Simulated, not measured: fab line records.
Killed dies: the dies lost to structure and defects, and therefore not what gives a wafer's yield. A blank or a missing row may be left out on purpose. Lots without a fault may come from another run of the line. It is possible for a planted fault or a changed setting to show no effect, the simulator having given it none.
fab line records / flow sky130
record: lots: 11 wafers: 33 lastDay: 50
route steps=708 shown VIA2@530 METAL3@534 CAPM@539 PAD_OPEN@708
lots with no fault: from the same line, run without faults
startH: the number of hours between the record's first day and the start of the first shown wafer of the lot / waitH: hours since the lot's step before / " repeats the value in the row above / L1.1+2: one row covering several wafers at once / - no value, or no start was given / * or withheld: withheld / < > ~ a bound
route shown NAME@n: NAME is a module with steps in the file, n the number in the route of the first one / usual: the fault-free wafers' mean and standard deviation / same: alike in all rows / chamber/n: place in a boat / sites: readings site by site / _std_site: standard deviation of those values / _edge_site: outer sites' mean less inner sites' / radiusMm: how far each site lies from the wafer's centre / mask NAME#n: copy n / behind: the last tool/chamber to shape the wafer / hold: the reason the lot was held/the length of the hold in hours/how it ended / device: the n, p or np transistor that did not switch / end of line: the tests these same wafers got at the end of their route / where a step has no rows: the recipe by itself / killed: count of dies lost to structure and defects at first sort (not the wafer's yield) / map: a wafer's dies, marking killed ones x, the rest . and places with no die _
set.NAME: the setting that was run; set.NAME@STEP: the one run at that earlier step / model.NAME: the simulator's own value behind a step, which no gauge read
the route's steps for a sample of lots (tables are steps, rows are wafers)
services: when a tool's chamber went out of use (startH, in hours from the record's first day, below 0 if earlier), for how many hours, and the reason
== steps ==
step: SKY_VIA2_THK_MEAS_23
recipe: thkMeasGauge: xrf reads: W_of_VIA2_CVD_21
usual: VIA2_W_THK: 414/7.3
lot.wafer=L920.1 tool=filmMetro-01 chamber=- startH=842.34 waitH=0.1 VIA2_W_THK[nm]=411
lot.wafer=L920.4 tool=filmMetro-01 chamber=- startH=842.34 waitH=0.1 VIA2_W_THK[nm]=410
lot.wafer=L920.6 tool=filmMetro-01 chamber=- startH=842.34 waitH=0.1 VIA2_W_THK[nm]=412
lot.wafer=L922.1 tool=filmMetro-02 chamber=- startH=863.64 waitH=0.1 VIA2_W_THK[nm]=416
lot.wafer=L922.2 tool=filmMetro-02 chamber=- startH=863.64 waitH=0.1 VIA2_W_THK[nm]=410
lot.wafer=L922.4 tool=filmMetro-02 chamber=- startH=863.64 waitH=0.1 VIA2_W_THK[nm]=413
lot.wafer=L924.1 tool=filmMetro-01 chamber=- startH=883.91 waitH=0.1 VIA2_W_THK[nm]=417
lot.wafer=L924.2 tool=filmMetro-01 chamber=- startH=883.91 waitH=0.1 VIA2_W_THK[nm]=414
lot.wafer=L924.6 tool=filmMetro-01 chamber=- startH=883.91 waitH=0.1 VIA2_W_THK[nm]=420
lot.wafer=L925.1 tool=filmMetro-01 chamber=- startH=888.66 waitH=0.1 VIA2_W_THK[nm]=421
lot.wafer=L925.3 tool=filmMetro-01 chamber=- startH=888.66 waitH=0.1 VIA2_W_THK[nm]=418
lot.wafer=L925.4 tool=filmMetro-01 chamber=- startH=888.66 waitH=0.1 VIA2_W_THK[nm]=422
lot.wafer=L926.1 tool=filmMetro-04 chamber=- startH=890.69 waitH=0.1 VIA2_W_THK[nm]=406
lot.wafer=L926.5 tool=filmMetro-04 chamber=- startH=890.69 waitH=0.1 VIA2_W_THK[nm]=394
lot.wafer=L926.6 tool=filmMetro-04 chamber=- startH=890.69 waitH=0.1 VIA2_W_THK[nm]=402
lot.wafer=L927.1 tool=filmMetro-04 chamber=- startH=897.91 waitH=0.1 VIA2_W_THK[nm]=414
lot.wafer=L927.3 tool=filmMetro-04 chamber=- startH=897.91 waitH=0.1 VIA2_W_THK[nm]=415
lot.wafer=L927.5 tool=filmMetro-04 chamber=- startH=897.91 waitH=0.1 VIA2_W_THK[nm]=403
lot.wafer=L928.1 tool=filmMetro-01 chamber=- startH=905.08 waitH=0.1 VIA2_W_THK[nm]=421
lot.wafer=L928.4 tool=filmMetro-01 chamber=- startH=905.08 waitH=0.1 VIA2_W_THK[nm]=425
lot.wafer=L928.5 tool=filmMetro-01 chamber=- startH=905.08 waitH=0.1 VIA2_W_THK[nm]=413
lot.wafer=L929.1 tool=filmMetro-04 chamber=- startH=914.39 waitH=0.1 VIA2_W_THK[nm]=415
lot.wafer=L929.3 tool=filmMetro-04 chamber=- startH=914.39 waitH=0.1 VIA2_W_THK[nm]=402
lot.wafer=L929.6 tool=filmMetro-04 chamber=- startH=914.39 waitH=0.1 VIA2_W_THK[nm]=411
lot.wafer=L930.2 tool=filmMetro-04 chamber=- startH=921.92 waitH=0.1 VIA2_W_THK[nm]=409
lot.wafer=L930.3 tool=filmMetro-04 chamber=- startH=921.92 waitH=0.1 VIA2_W_THK[nm]=408
lot.wafer=L930.4 tool=filmMetro-04 chamber=- startH=921.92 waitH=0.1 VIA2_W_THK[nm]=413
lot.wafer=L931.1 tool=filmMetro-04 chamber=- startH=929.85 waitH=0.1 VIA2_W_THK[nm]=412
lot.wafer=L931.2 tool=filmMetro-04 chamber=- startH=929.85 waitH=0.1 VIA2_W_THK[nm]=419
lot.wafer=L931.4 tool=filmMetro-04 chamber=- startH=929.85 waitH=0.1 VIA2_W_THK[nm]=418
lot.wafer=L942.3 tool=filmMetro-01 chamber=- startH=1003.02 waitH=0.1 VIA2_W_THK[nm]=426
lot.wafer=L942.4 tool=filmMetro-01 chamber=- startH=1003.02 waitH=0.1 VIA2_W_THK[nm]=412
lot.wafer=L942.5 tool=filmMetro-01 chamber=- startH=1003.02 waitH=0.1 VIA2_W_THK[nm]=423
step: SKY_METAL3_SPUTTER_02
recipe: material: AlCu targetThkNm: 735 powerW: 10600 timeS: 39.1 chamberPressurePa: 0.4
usual: throttleValvePct: 30.4/0.9
lot.wafer=L920.1 tool=pvdSputter-02 chamber=- startH=842.75 waitH=0.0 throttleValvePct=29.5
lot.wafer=L920.4 tool=pvdSputter-02 chamber=- startH=842.75 waitH=0.0 throttleValvePct=29.6
lot.wafer=L920.6 tool=pvdSputter-02 chamber=- startH=842.75 waitH=0.0 throttleValvePct=29.4
lot.wafer=L922.1 tool=pvdSputter-01 chamber=- startH=864.05 waitH=0.0 throttleValvePct=29.9
lot.wafer=L922.2 tool=pvdSputter-01 chamber=- startH=864.05 waitH=0.0 throttleValvePct=31.7
lot.wafer=L922.4 tool=pvdSputter-01 chamber=- startH=864.05 waitH=0.0 throttleValvePct=30.4
lot.wafer=L924.1 tool=pvdSputter-02 chamber=- startH=884.38 waitH=0.0 throttleValvePct=29.8
lot.wafer=L924.2 tool=pvdSputter-02 chamber=- startH=884.38 waitH=0.0 throttleValvePct=31.8
lot.wafer=L924.6 tool=pvdSputter-02 chamber=- startH=884.38 waitH=0.0 throttleValvePct=29.6
lot.wafer=L925.1 tool=pvdSputter-04 chamber=- startH=889.07 waitH=0.0 throttleValvePct=32.1
lot.wafer=L925.3 tool=pvdSputter-04 chamber=- startH=889.07 waitH=0.0 throttleValvePct=30.0
lot.wafer=L925.4 tool=pvdSputter-04 chamber=- startH=889.07 waitH=0.0 throttleValvePct=30.7
lot.wafer=L926.1 tool=pvdSputter-04 chamber=- startH=891.09 waitH=0.0 throttleValvePct=30.8
lot.wafer=L926.5 tool=pvdSputter-04 chamber=- startH=891.09 waitH=0.0 throttleValvePct=30.9
lot.wafer=L926.6 tool=pvdSputter-04 chamber=- startH=891.09 waitH=0.0 throttleValvePct=30.2
lot.wafer=L927.1 tool=pvdSputter-02 chamber=- startH=898.55 waitH=0.0 throttleValvePct=29.8
lot.wafer=L927.3 tool=pvdSputter-02 chamber=- startH=898.55 waitH=0.0 throttleValvePct=29.4
lot.wafer=L927.5 tool=pvdSputter-02 chamber=- startH=898.55 waitH=0.0 throttleValvePct=29.7
lot.wafer=L928.1 tool=pvdSputter-02 chamber=- startH=905.49 waitH=0.0 throttleValvePct=29.5
lot.wafer=L928.4 tool=pvdSputter-02 chamber=- startH=905.49 waitH=0.0 throttleValvePct=29.2
lot.wafer=L928.5 tool=pvdSputter-02 chamber=- startH=905.49 waitH=0.0 throttleValvePct=29.2
lot.wafer=L929.1 tool=pvdSputter-04 chamber=- startH=915.01 waitH=0.0 throttleValvePct=30.9
lot.wafer=L929.3 tool=pvdSputter-04 chamber=- startH=915.01 waitH=0.0 throttleValvePct=30.1
lot.wafer=L929.6 tool=pvdSputter-04 chamber=- startH=915.01 waitH=0.0 throttleValvePct=30.7
lot.wafer=L930.2 tool=pvdSputter-04 chamber=- startH=922.31 waitH=0.0 throttleValvePct=32.1
lot.wafer=L930.3 tool=pvdSputter-04 chamber=- startH=922.31 waitH=0.0 throttleValvePct=30.3
lot.wafer=L930.4 tool=pvdSputter-04 chamber=- startH=922.31 waitH=0.0 throttleValvePct=30.1
lot.wafer=L931.1 tool=pvdSputter-02 chamber=- startH=930.26 waitH=0.0 throttleValvePct=29.7
lot.wafer=L931.2 tool=pvdSputter-02 chamber=- startH=930.26 waitH=0.0 throttleValvePct=32.3
lot.wafer=L931.4 tool=pvdSputter-02 chamber=- startH=930.26 waitH=0.0 throttleValvePct=29.4
lot.wafer=L942.3 tool=pvdSputter-01 chamber=- startH=1003.41 waitH=0.0 throttleValvePct=31.5
lot.wafer=L942.4 tool=pvdSputter-01 chamber=- startH=1003.41 waitH=0.0 throttleValvePct=30.0
lot.wafer=L942.5 tool=pvdSputter-01 chamber=- startH=1003.41 waitH=0.0 throttleValvePct=31.8
step: SKY_CAPM_SPUTTER_02
recipe: material: TiN targetThkNm: 200 tempC: 300 powerW: 6500 timeS: 166.7 chamberPressurePa: 0.4
usual: throttleValvePct: 30.1/1.1
lot.wafer=L920.1 tool=pvdSputter-03 chamber=- startH=842.94 waitH=0.1 throttleValvePct=29.1
lot.wafer=L920.4 tool=pvdSputter-03 chamber=- startH=842.94 waitH=0.1 throttleValvePct=29.9
lot.wafer=L920.6 tool=pvdSputter-03 chamber=- startH=842.94 waitH=0.1 throttleValvePct=28.5
lot.wafer=L922.1 tool=pvdSputter-04 chamber=- startH=864.24 waitH=0.1 throttleValvePct=32.3
lot.wafer=L922.2 tool=pvdSputter-04 chamber=- startH=864.24 waitH=0.1 throttleValvePct=30.1
lot.wafer=L922.4 tool=pvdSputter-04 chamber=- startH=864.24 waitH=0.1 throttleValvePct=30.5
lot.wafer=L924.1 tool=pvdSputter-04 chamber=- startH=884.57 waitH=0.1 throttleValvePct=30.0
lot.wafer=L924.2 tool=pvdSputter-04 chamber=- startH=884.57 waitH=0.1 throttleValvePct=32.0
lot.wafer=L924.6 tool=pvdSputter-04 chamber=- startH=884.57 waitH=0.1 throttleValvePct=30.0
lot.wafer=L925.1 tool=pvdSputter-01 chamber=- startH=889.25 waitH=0.1 throttleValvePct=30.4
lot.wafer=L925.3 tool=pvdSputter-01 chamber=- startH=889.25 waitH=0.1 throttleValvePct=29.6
lot.wafer=L925.4 tool=pvdSputter-01 chamber=- startH=889.25 waitH=0.1 throttleValvePct=31.8
lot.wafer=L926.1 tool=pvdSputter-01 chamber=- startH=891.28 waitH=0.1 throttleValvePct=29.9
lot.wafer=L926.5 tool=pvdSputter-01 chamber=- startH=891.28 waitH=0.1 throttleValvePct=29.7
lot.wafer=L926.6 tool=pvdSputter-01 chamber=- startH=891.28 waitH=0.1 throttleValvePct=31.6
lot.wafer=L927.1 tool=pvdSputter-04 chamber=- startH=898.74 waitH=0.1 throttleValvePct=29.9
lot.wafer=L927.3 tool=pvdSputter-04 chamber=- startH=898.74 waitH=0.1 throttleValvePct=30.1
lot.wafer=L927.5 tool=pvdSputter-04 chamber=- startH=898.74 waitH=0.1 throttleValvePct=32.2
lot.wafer=L928.1 tool=pvdSputter-04 chamber=- startH=905.67 waitH=0.1 throttleValvePct=32.2
lot.wafer=L928.4 tool=pvdSputter-04 chamber=- startH=905.67 waitH=0.1 throttleValvePct=29.9
lot.wafer=L928.5 tool=pvdSputter-04 chamber=- startH=905.67 waitH=0.1 throttleValvePct=30.0
lot.wafer=L929.1 tool=pvdSputter-03 chamber=- startH=920.42 waitH=0.1 throttleValvePct=29.0
lot.wafer=L929.3 tool=pvdSputter-03 chamber=- startH=920.42 waitH=0.1 throttleValvePct=28.7
lot.wafer=L929.6 tool=pvdSputter-03 chamber=- startH=920.42 waitH=0.1 throttleValvePct=29.2
lot.wafer=L930.2 tool=pvdSputter-03 chamber=- startH=922.51 waitH=0.0 throttleValvePct=28.1
lot.wafer=L930.3 tool=pvdSputter-03 chamber=- startH=922.51 waitH=0.0 throttleValvePct=29.1
lot.wafer=L930.4 tool=pvdSputter-03 chamber=- startH=922.51 waitH=0.0 throttleValvePct=29.5
lot.wafer=L931.1 tool=pvdSputter-03 chamber=- startH=930.45 waitH=0.1 throttleValvePct=28.2
lot.wafer=L931.2 tool=pvdSputter-03 chamber=- startH=930.45 waitH=0.1 throttleValvePct=29.6
lot.wafer=L931.4 tool=pvdSputter-03 chamber=- startH=930.45 waitH=0.1 throttleValvePct=29.2
lot.wafer=L942.3 tool=pvdSputter-04 chamber=- startH=1003.60 waitH=0.0 throttleValvePct=30.1
lot.wafer=L942.4 tool=pvdSputter-04 chamber=- startH=1003.60 waitH=0.0 throttleValvePct=30.1
lot.wafer=L942.5 tool=pvdSputter-04 chamber=- startH=1003.60 waitH=0.0 throttleValvePct=32.0
step: SKY_CAPM_RS_MEAS_03
recipe: thkMeasGauge: four-point-probe reads: TiN_of_CAPM_SPUTTER_02
usual: CAPM_TIN_RS: 6.89/0.079
lot.wafer=L920.1 tool=filmMetro-03 chamber=- startH=843.05 waitH=0.1 CAPM_TIN_RS[ohm/sq]=6.75
lot.wafer=L920.4 tool=filmMetro-03 chamber=- startH=843.05 waitH=0.1 CAPM_TIN_RS[ohm/sq]=6.79
lot.wafer=L920.6 tool=filmMetro-03 chamber=- startH=843.05 waitH=0.1 CAPM_TIN_RS[ohm/sq]=6.73
lot.wafer=L922.1 tool=filmMetro-03 chamber=- startH=864.35 waitH=0.1 CAPM_TIN_RS[ohm/sq]=6.89
lot.wafer=L922.2 tool=filmMetro-03 chamber=- startH=864.35 waitH=0.1 CAPM_TIN_RS[ohm/sq]=6.87
lot.wafer=L922.4 tool=filmMetro-03 chamber=- startH=864.35 waitH=0.1 CAPM_TIN_RS[ohm/sq]=6.89
lot.wafer=L924.1 tool=filmMetro-03 chamber=- startH=884.68 waitH=0.1 CAPM_TIN_RS[ohm/sq]=6.96
lot.wafer=L924.2 tool=filmMetro-03 chamber=- startH=884.68 waitH=0.1 CAPM_TIN_RS[ohm/sq]=6.91
lot.wafer=L924.6 tool=filmMetro-03 chamber=- startH=884.68 waitH=0.1 CAPM_TIN_RS[ohm/sq]=6.72
lot.wafer=L925.1 tool=filmMetro-01 chamber=- startH=889.36 waitH=0.1 CAPM_TIN_RS[ohm/sq]=7.03
lot.wafer=L925.3 tool=filmMetro-01 chamber=- startH=889.36 waitH=0.1 CAPM_TIN_RS[ohm/sq]=6.94
lot.wafer=L925.4 tool=filmMetro-01 chamber=- startH=889.36 waitH=0.1 CAPM_TIN_RS[ohm/sq]=7.00
lot.wafer=L926.1 tool=filmMetro-03 chamber=- startH=891.39 waitH=0.1 CAPM_TIN_RS[ohm/sq]=6.88
lot.wafer=L926.5 tool=filmMetro-03 chamber=- startH=891.39 waitH=0.1 CAPM_TIN_RS[ohm/sq]=6.82
lot.wafer=L926.6 tool=filmMetro-03 chamber=- startH=891.39 waitH=0.1 CAPM_TIN_RS[ohm/sq]=6.87
lot.wafer=L927.1 tool=filmMetro-01 chamber=- startH=898.85 waitH=0.1 CAPM_TIN_RS[ohm/sq]=6.86
lot.wafer=L927.3 tool=filmMetro-01 chamber=- startH=898.85 waitH=0.1 CAPM_TIN_RS[ohm/sq]=6.78
lot.wafer=L927.5 tool=filmMetro-01 chamber=- startH=898.85 waitH=0.1 CAPM_TIN_RS[ohm/sq]=6.98
lot.wafer=L928.1 tool=filmMetro-01 chamber=- startH=905.80 waitH=0.1 CAPM_TIN_RS[ohm/sq]=6.90
lot.wafer=L928.4 tool=filmMetro-01 chamber=- startH=905.80 waitH=0.1 CAPM_TIN_RS[ohm/sq]=6.94
lot.wafer=L928.5 tool=filmMetro-01 chamber=- startH=905.80 waitH=0.1 CAPM_TIN_RS[ohm/sq]=6.79
lot.wafer=L929.1 tool=filmMetro-04 chamber=- startH=920.53 waitH=0.1 CAPM_TIN_RS[ohm/sq]=6.88
lot.wafer=L929.3 tool=filmMetro-04 chamber=- startH=920.53 waitH=0.1 CAPM_TIN_RS[ohm/sq]=6.90
lot.wafer=L929.6 tool=filmMetro-04 chamber=- startH=920.53 waitH=0.1 CAPM_TIN_RS[ohm/sq]=6.82
lot.wafer=L930.2 tool=filmMetro-03 chamber=- startH=922.64 waitH=0.1 CAPM_TIN_RS[ohm/sq]=6.87
lot.wafer=L930.3 tool=filmMetro-03 chamber=- startH=922.64 waitH=0.1 CAPM_TIN_RS[ohm/sq]=6.73
lot.wafer=L930.4 tool=filmMetro-03 chamber=- startH=922.64 waitH=0.1 CAPM_TIN_RS[ohm/sq]=6.95
lot.wafer=L931.1 tool=filmMetro-03 chamber=- startH=930.55 waitH=0.1 CAPM_TIN_RS[ohm/sq]=6.71
lot.wafer=L931.2 tool=filmMetro-03 chamber=- startH=930.55 waitH=0.1 CAPM_TIN_RS[ohm/sq]=6.65
lot.wafer=L931.4 tool=filmMetro-03 chamber=- startH=930.55 waitH=0.1 CAPM_TIN_RS[ohm/sq]=6.90
lot.wafer=L942.3 tool=filmMetro-03 chamber=- startH=1003.75 waitH=0.1 CAPM_TIN_RS[ohm/sq]=6.81
lot.wafer=L942.4 tool=filmMetro-03 chamber=- startH=1003.75 waitH=0.1 CAPM_TIN_RS[ohm/sq]=6.86
lot.wafer=L942.5 tool=filmMetro-03 chamber=- startH=1003.75 waitH=0.1 CAPM_TIN_RS[ohm/sq]=6.86
step: SKY_CAPM_THK_MEAS_04
recipe: thkMeasGauge: xrf reads: TiN_of_CAPM_SPUTTER_02
usual: CAPM_TIN_THK: 203.3/2.3
lot.wafer=L920.1 tool=filmMetro-03 chamber=- startH=843.17 waitH=0.1 CAPM_TIN_THK[nm]=206.1
lot.wafer=L920.4 tool=filmMetro-03 chamber=- startH=843.17 waitH=0.1 CAPM_TIN_THK[nm]=207.0
lot.wafer=L920.6 tool=filmMetro-03 chamber=- startH=843.17 waitH=0.1 CAPM_TIN_THK[nm]=207.7
lot.wafer=L922.1 tool=filmMetro-03 chamber=- startH=864.47 waitH=0.1 CAPM_TIN_THK[nm]=202.3
lot.wafer=L922.2 tool=filmMetro-03 chamber=- startH=864.47 waitH=0.1 CAPM_TIN_THK[nm]=203.3
lot.wafer=L922.4 tool=filmMetro-03 chamber=- startH=864.47 waitH=0.1 CAPM_TIN_THK[nm]=203.6
lot.wafer=L924.1 tool=filmMetro-03 chamber=- startH=884.80 waitH=0.1 CAPM_TIN_THK[nm]=201.8
lot.wafer=L924.2 tool=filmMetro-03 chamber=- startH=884.80 waitH=0.1 CAPM_TIN_THK[nm]=203.2
lot.wafer=L924.6 tool=filmMetro-03 chamber=- startH=884.80 waitH=0.1 CAPM_TIN_THK[nm]=208.5
lot.wafer=L925.1 tool=filmMetro-01 chamber=- startH=889.48 waitH=0.1 CAPM_TIN_THK[nm]=200.1
lot.wafer=L925.3 tool=filmMetro-01 chamber=- startH=889.48 waitH=0.1 CAPM_TIN_THK[nm]=202.1
lot.wafer=L925.4 tool=filmMetro-01 chamber=- startH=889.48 waitH=0.1 CAPM_TIN_THK[nm]=201.8
lot.wafer=L926.1 tool=filmMetro-03 chamber=- startH=891.51 waitH=0.1 CAPM_TIN_THK[nm]=202.4
lot.wafer=L926.5 tool=filmMetro-03 chamber=- startH=891.51 waitH=0.1 CAPM_TIN_THK[nm]=205.3
lot.wafer=L926.6 tool=filmMetro-03 chamber=- startH=891.51 waitH=0.1 CAPM_TIN_THK[nm]=204.5
lot.wafer=L927.1 tool=filmMetro-01 chamber=- startH=898.97 waitH=0.1 CAPM_TIN_THK[nm]=204.8
lot.wafer=L927.3 tool=filmMetro-01 chamber=- startH=898.97 waitH=0.1 CAPM_TIN_THK[nm]=208.0
lot.wafer=L927.5 tool=filmMetro-01 chamber=- startH=898.97 waitH=0.1 CAPM_TIN_THK[nm]=201.2
lot.wafer=L928.1 tool=filmMetro-01 chamber=- startH=905.92 waitH=0.1 CAPM_TIN_THK[nm]=203.0
lot.wafer=L928.4 tool=filmMetro-01 chamber=- startH=905.92 waitH=0.1 CAPM_TIN_THK[nm]=202.5
lot.wafer=L928.5 tool=filmMetro-01 chamber=- startH=905.92 waitH=0.1 CAPM_TIN_THK[nm]=206.5
lot.wafer=L929.1 tool=filmMetro-04 chamber=- startH=920.65 waitH=0.1 CAPM_TIN_THK[nm]=204.0
lot.wafer=L929.3 tool=filmMetro-04 chamber=- startH=920.65 waitH=0.1 CAPM_TIN_THK[nm]=203.4
lot.wafer=L929.6 tool=filmMetro-04 chamber=- startH=920.65 waitH=0.1 CAPM_TIN_THK[nm]=205.5
lot.wafer=L930.2 tool=filmMetro-03 chamber=- startH=922.75 waitH=0.1 CAPM_TIN_THK[nm]=203.9
lot.wafer=L930.3 tool=filmMetro-03 chamber=- startH=922.75 waitH=0.1 CAPM_TIN_THK[nm]=208.8
lot.wafer=L930.4 tool=filmMetro-03 chamber=- startH=922.75 waitH=0.1 CAPM_TIN_THK[nm]=201.5
lot.wafer=L931.1 tool=filmMetro-03 chamber=- startH=930.67 waitH=0.1 CAPM_TIN_THK[nm]=208.8
lot.wafer=L931.2 tool=filmMetro-03 chamber=- startH=930.67 waitH=0.1 CAPM_TIN_THK[nm]=209.9
lot.wafer=L931.4 tool=filmMetro-03 chamber=- startH=930.67 waitH=0.1 CAPM_TIN_THK[nm]=203.5
lot.wafer=L942.3 tool=filmMetro-03 chamber=- startH=1003.85 waitH=0.1 CAPM_TIN_THK[nm]=205.0
lot.wafer=L942.4 tool=filmMetro-03 chamber=- startH=1003.85 waitH=0.1 CAPM_TIN_THK[nm]=204.6
lot.wafer=L942.5 tool=filmMetro-03 chamber=- startH=1003.85 waitH=0.1 CAPM_TIN_THK[nm]=202.9
step: SKY_METAL3_CD_MEAS_13
recipe: targetCdNm: 300
usual: cdNm: 300.4/1.5
lot.wafer=L920.1 tool=cdSem-02 chamber=- startH=895.52 waitH=- cdNm=300.9
lot.wafer=L920.4 tool=cdSem-02 chamber=- startH=895.52 waitH=- cdNm=299.8
lot.wafer=L920.6 tool=cdSem-02 chamber=- startH=895.52 waitH=- cdNm=300.8
lot.wafer=L922.1 tool=cdSem-02 chamber=- startH=915.69 waitH=- cdNm=297.5
lot.wafer=L922.2 tool=cdSem-02 chamber=- startH=915.69 waitH=- cdNm=297.4
lot.wafer=L922.4 tool=cdSem-02 chamber=- startH=915.69 waitH=- cdNm=297.3
lot.wafer=L924.1 tool=cdSem-02 chamber=- startH=935.62 waitH=- cdNm=301.3
lot.wafer=L924.2 tool=cdSem-02 chamber=- startH=935.62 waitH=- cdNm=300.6
lot.wafer=L924.6 tool=cdSem-02 chamber=- startH=935.62 waitH=- cdNm=301.1
lot.wafer=L925.1 tool=cdSem-02 chamber=- startH=939.62 waitH=- cdNm=299.7
lot.wafer=L925.3 tool=cdSem-02 chamber=- startH=939.62 waitH=- cdNm=298.2
lot.wafer=L925.4 tool=cdSem-02 chamber=- startH=939.62 waitH=- cdNm=299.4
lot.wafer=L926.1 tool=cdSem-02 chamber=- startH=941.41 waitH=- cdNm=301.3
lot.wafer=L926.5 tool=cdSem-02 chamber=- startH=941.41 waitH=- cdNm=299.9
lot.wafer=L926.6 tool=cdSem-02 chamber=- startH=941.41 waitH=- cdNm=302.2
lot.wafer=L927.1 tool=cdSem-02 chamber=- startH=949.01 waitH=- cdNm=302.7
lot.wafer=L927.3 tool=cdSem-02 chamber=- startH=949.01 waitH=- cdNm=301.2
lot.wafer=L927.5 tool=cdSem-02 chamber=- startH=949.01 waitH=- cdNm=302.6
lot.wafer=L928.1 tool=cdSem-01 chamber=- startH=955.72 waitH=- cdNm=302.7
lot.wafer=L928.4 tool=cdSem-01 chamber=- startH=955.72 waitH=- cdNm=301.6
lot.wafer=L928.5 tool=cdSem-01 chamber=- startH=955.72 waitH=- cdNm=300.2
lot.wafer=L929.1 tool=cdSem-01 chamber=- startH=970.21 waitH=- cdNm=301.0
lot.wafer=L929.3 tool=cdSem-01 chamber=- startH=970.21 waitH=- cdNm=301.5
lot.wafer=L929.6 tool=cdSem-01 chamber=- startH=970.21 waitH=- cdNm=301.0
lot.wafer=L930.2 tool=cdSem-02 chamber=- startH=972.44 waitH=- cdNm=299.3
lot.wafer=L930.3 tool=cdSem-02 chamber=- startH=972.44 waitH=- cdNm=299.1
lot.wafer=L930.4 tool=cdSem-02 chamber=- startH=972.44 waitH=- cdNm=298.7
lot.wafer=L931.1 tool=cdSem-02 chamber=- startH=979.02 waitH=- cdNm=299.2
lot.wafer=L931.2 tool=cdSem-02 chamber=- startH=979.02 waitH=- cdNm=299.6
lot.wafer=L931.4 tool=cdSem-02 chamber=- startH=979.02 waitH=- cdNm=298.1
lot.wafer=L942.3 tool=cdSem-02 chamber=- startH=1049.55 waitH=- cdNm=301.7
lot.wafer=L942.4 tool=cdSem-02 chamber=- startH=1049.55 waitH=- cdNm=301.6
lot.wafer=L942.5 tool=cdSem-02 chamber=- startH=1049.55 waitH=- cdNm=301.5
step: SKY_PAD_OPEN_PROBE_99
usual: defectLimitedYield: 82.6/1.8 killed_at_M0_to_M3: 43/6.4 killed_at_M4_up: 2.8/1.7 killedAtContacts: 24/5.5 killedAtFrontEnd: 15/4 killedAtOther: 0.3/0.54 killedDies: 86/9.1 killedOpen: 47/6.6 killedShort: 39/6.2 sort_bin_3_pad_short: 0.9/0.45 sort_bin_5_function: 10.4/1.4 sort_bin_6_memory: 6.2/1.1 sortNPass: 406/9.1 sortYieldPct: 82.6/1.8
same: grossDies: 492 killedAtBackSide: 0 sort_bin_4_leakage[%]: 0 sort_bin_8_speed[%]: 0
lot.wafer=L931.1 tool=prober-01 chamber=- startH=1137.32 waitH=0.1 defectLimitedYield[%]=82.7 killed_at_M0_to_M3=42 killed_at_M4_up=3 killedAtContacts=20 killedAtFrontEnd=20 killedAtOther=0 killedDies=85 killedOpen=42 killedShort=43 sort_bin_3_pad_short[%]=0.4 sort_bin_5_function[%]=11.6 sort_bin_6_memory[%]=5.3 sortNPass=407 sortYieldPct[%]=82.7
lot.wafer=L931.2 tool=prober-01 chamber=- startH=1137.37 waitH=0.1 defectLimitedYield[%]=82.3 killed_at_M0_to_M3=43 killed_at_M4_up=5 killedAtContacts=25 killedAtFrontEnd=14 killedAtOther=0 killedDies=87 killedOpen=56 killedShort=31 sort_bin_3_pad_short[%]=0.6 sort_bin_5_function[%]=9.8 sort_bin_6_memory[%]=7.3 sortNPass=405 sortYieldPct[%]=82.3
lot.wafer=L931.4 tool=prober-01 chamber=- startH=1137.47 waitH=0.2 defectLimitedYield[%]=85.4 killed_at_M0_to_M3=39 killed_at_M4_up=3 killedAtContacts=17 killedAtFrontEnd=13 killedAtOther=0 killedDies=72 killedOpen=38 killedShort=34 sort_bin_3_pad_short[%]=0.6 sort_bin_5_function[%]=10.4 sort_bin_6_memory[%]=3.7 sortNPass=420 sortYieldPct[%]=85.4
killed by level:class
L931.1 CONTACT:geometricParticle:short=9 VIA1:geometricParticle:open=8 VIA2:geometricParticle:open=7 VIA2:geometricParticle:short=6 FIELD_ISO:geometricParticle:short=5 POLY_GATE:geometricParticle:open=5 CONTACT:geometricParticle:open=5 VIA3:geometricParticle:short=5
L931.2 VIA1:geometricParticle:open=16 CONTACT:geometricParticle:open=11 VIA1:geometricParticle:short=7 VIA2:geometricParticle:open=6 LI_CONTACT:geometricParticle:open=5 METAL3:geometricParticle:short=5 FIELD_ISO:geometricParticle:open=3 LOCAL_INTERCONNECT:geometricParticle:open=3
L931.4 METAL1:geometricParticle:short=9 VIA3:geometricParticle:open=8 LI_CONTACT:geometricParticle:open=6 VIA1:geometricParticle:open=5 VIA1:geometricParticle:short=4 CONTACT:geometricParticle:open=4 VIA2:geometricParticle:open=4 FIELD_ISO:geometricParticle:open=3
== services ==
tool=pvdSputter-04 chamber=3 startH=832.59 hours=- kind=consumableReplace:kit
tool=pvdSputter-04 chamber=3 startH=832.59 hours=18.0 kind=scheduledDown
tool=pvdSputter-04 chamber=3 startH=832.59 hours=18.0 kind=ventCycle
tool=pvdSputter-02 chamber=0 startH=837.40 hours=- kind=consumableReplace:kit
tool=pvdSputter-02 chamber=0 startH=837.40 hours=18.0 kind=scheduledDown
tool=pvdSputter-02 chamber=0 startH=837.40 hours=18.0 kind=ventCycle
tool=pvdSputter-01 chamber=- startH=877.67 hours=0.8 kind=repair
tool=pvdSputter-01 chamber=- startH=919.69 hours=3.4 kind=repair
tool=pvdSputter-01 chamber=3 startH=933.83 hours=- kind=consumableReplace:kit
tool=pvdSputter-01 chamber=3 startH=933.83 hours=18.0 kind=scheduledDown
tool=pvdSputter-01 chamber=3 startH=933.83 hours=18.0 kind=ventCycle
tool=pvdSputter-01 chamber=- startH=956.24 hours=1.9 kind=repair
tool=pvdSputter-02 chamber=3 startH=964.39 hours=- kind=consumableReplace:kit
tool=pvdSputter-02 chamber=3 startH=964.39 hours=18.0 kind=scheduledDown
tool=pvdSputter-02 chamber=3 startH=964.39 hours=18.0 kind=ventCycle
tool=pvdSputter-03 chamber=- startH=964.99 hours=3.3 kind=repair
tool=pvdSputter-04 chamber=- startH=970.30 hours=1.8 kind=repair
tool=pvdSputter-01 chamber=- startH=980.33 hours=1.0 kind=repair
tool=pvdSputter-02 chamber=- startH=994.26 hours=3.7 kind=repair
== key ==
firstSign: step: SKY_CAPM_RS_MEAS_03 reading: CAPM_TIN_RS direction: down sigmas: 2.6 usual: 6.89 struck: 6.68
effect: step: SKY_CAPM_THK_MEAS_04 reading: CAPM_TIN_THK direction: up sigmas: 2.6 usual: 203.3 struck: 209.4
metAt SKY_CAPM_SPUTTER_02
struckLots L931
struckWafers L931.1,L931.2
notActingAt SKY_VIA2_THK_MEAS_23,SKY_METAL3_SPUTTER_02,SKY_METAL3_CD_MEAS_13
onsetBetween 922.51 930.45
fault: kind: processParameterDrift tool: pvdSputter-03 chamber: - onsetH: 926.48 steps: SKY_CAPM_SPUTTER_02 channel: targetThkNm offset: 4.7622 shape: step endH: 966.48 scope: struckWafersOnly actsIn: theseRecipesOnly stated: 200
